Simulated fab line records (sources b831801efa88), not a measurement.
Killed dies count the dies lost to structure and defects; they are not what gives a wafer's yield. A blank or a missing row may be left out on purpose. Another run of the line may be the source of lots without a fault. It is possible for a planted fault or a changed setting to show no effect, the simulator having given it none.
A lot that was struck, set against a sound lot / flow sky130 / 15 out of 708 route steps
Sound: the wafers L733.1, L733.2, L733.4. Wafers struck: L746.2, L746.3, L746.4. The cause comes at the end.
For every step that has rows: the tool of each side, followed by ch and its chambers, followed by its first start. Under that, the readings that differ: sound wafers / struck wafers / difference of the means / sigmas: that difference in standard deviations of wafers without a fault.
alike: a reading whose means differ by less than 2 such deviations, as well as words and numbers matching on both sides. not compared: withheld readings; readings where some wafer has no value; bounds like >300 that might hide an equal value; numbers whose values overlap and for which the record gives no deviation.
Wherever a step has rows on one side only, a row that says differs or no value, or a row with sigmas, the two part there. When numbers do not overlap yet have no deviation, they are printed without sigmas and do not part them. A reading that every wafer of one side lacks parts them only if that side has two wafers or more.

first, 1 step without rows for these wafers: SKY_PWDE_IMPLANT_08.
SKY_PWDE_STRIP_09: strips in O2/N2.
  sound on plasma-asher-03 ch 0,1, day 4 14:01; struck on plasma-asher-03 ch 0,1, day 7 17:28
  alike: drypump-motor-current-A, oes-product-au, strip-time-to-endpoint-s
  not compared: rf-hours-counter-h
SKY_PWDE_TW_MEAS_10:
  sound: film-metro-03 at day 4 14:07; struck: film-metro-03 at day 7 17:35
  alike: PWDE_TW
then, 7 steps without rows for these wafers: SKY_NWELL_DEHYDRATE_03 (time 60 s); SKY_NWELL_HMDS_04 (prime time 60 s); SKY_NWELL_COAT_05 (resist thk 3000 nm); SKY_NWELL_SOFTBAKE_06; SKY_NWELL_EXPOSE_07 (exposes mask NWM, target cd 840 nm); SKY_NWELL_PEB_08; SKY_NWELL_DEVELOP_09 (develop time 60 s).
SKY_NWELL_OVL_MEAS_10:
  sound: overlay-02 at day 5 06:53; struck: overlay-02 at day 8 14:23
  alike: NWELL_00_OVL
following that, these wafers have no rows for 1 step: SKY_NWELL_IMPLANT_11.
SKY_NWELL_IMPLANT_12:
  sound on implanter-02 ch 0, day 5 07:04; struck on implanter-04 ch 0, day 8 14:36
reading=implant-ion-amu; sound=31 31 31; struck=75 75 75; difference=+44; sigmas=
reading=model.implant.rp-nm (nm); sound=150.5 150.5 150.5; struck=69.05 69.05 69.05; difference=-81.45; sigmas=
  alike: beam-energy-keV, beam-on-s, dose-ions-cm2
following that, these wafers have no rows for 1 step: SKY_NWELL_IMPLANT_13.
-- the record jumps here: 43 days lie between the struck wafers' starts before and after (it left off in module NWELL and takes up again in module PAD_OPEN, whose first step shown is number 708 of the route) --
SKY_PAD_OPEN_PROBE_99:
  sound: prober-01 at day 46 23:15; struck: prober-02 at day 51 14:34
reading=killed-short; sound=31 25 34; struck=33 52 47; difference=+14; sigmas=+2
reading=model.etest.nfet_16v.r-on-ohm-um; sound=1.402e+04 1.398e+04 1.4e+04; struck=1.338e+04 1.331e+04 1.339e+04; difference=-6.400e+02; sigmas=
reading=model.etest.tip-p.rs-ohm-sq; sound=6883 6843 6885; struck=7543 7603 7551; difference=+695; sigmas=
reading=model.etest.pfet-g5v0d10v5.r-on-ohm-um; sound=4688 4708 4625; struck=5236 5217 5281; difference=+571; sigmas=
reading=model.etest.pfet_16v.r-on-ohm-um; sound=1.52e+04 1.519e+04 1.498e+04; struck=1.568e+04 1.59e+04 1.561e+04; difference=+6.067e+02; sigmas=
reading=model.etest.pfet_01v8.r-on-ohm-um; sound=2864 2920 2800; struck=3165 3146 3132; difference=+286; sigmas=
reading=model.etest.tip_p_5v.rs-ohm-sq; sound=2872 2861 2866; struck=2892 2901 2903; difference=+32; sigmas=
reading=model.etest.pfet-g5v0d10v5.drive-ua-um; sound=349.9 346.9 346.7; struck=311.8 315.7 310.3; difference=-35.2; sigmas=
reading=model.etest.pfet_01v8_lvt.drive-ua-um; sound=177.1 177.2 181.3; struck=136 139.2 137.7; difference=-41; sigmas=
  alike: killed_at_M0_to_M3, killed_at_M4_up, killed-at-contacts, killed-at-front-end, killed-at-other, killed-dies, killed-open

== WHERE THEY PART ==
At SKY_PAD_OPEN_PROBE_99 and nowhere else, as far as this record goes.

WHY: what had been put in by the simulator
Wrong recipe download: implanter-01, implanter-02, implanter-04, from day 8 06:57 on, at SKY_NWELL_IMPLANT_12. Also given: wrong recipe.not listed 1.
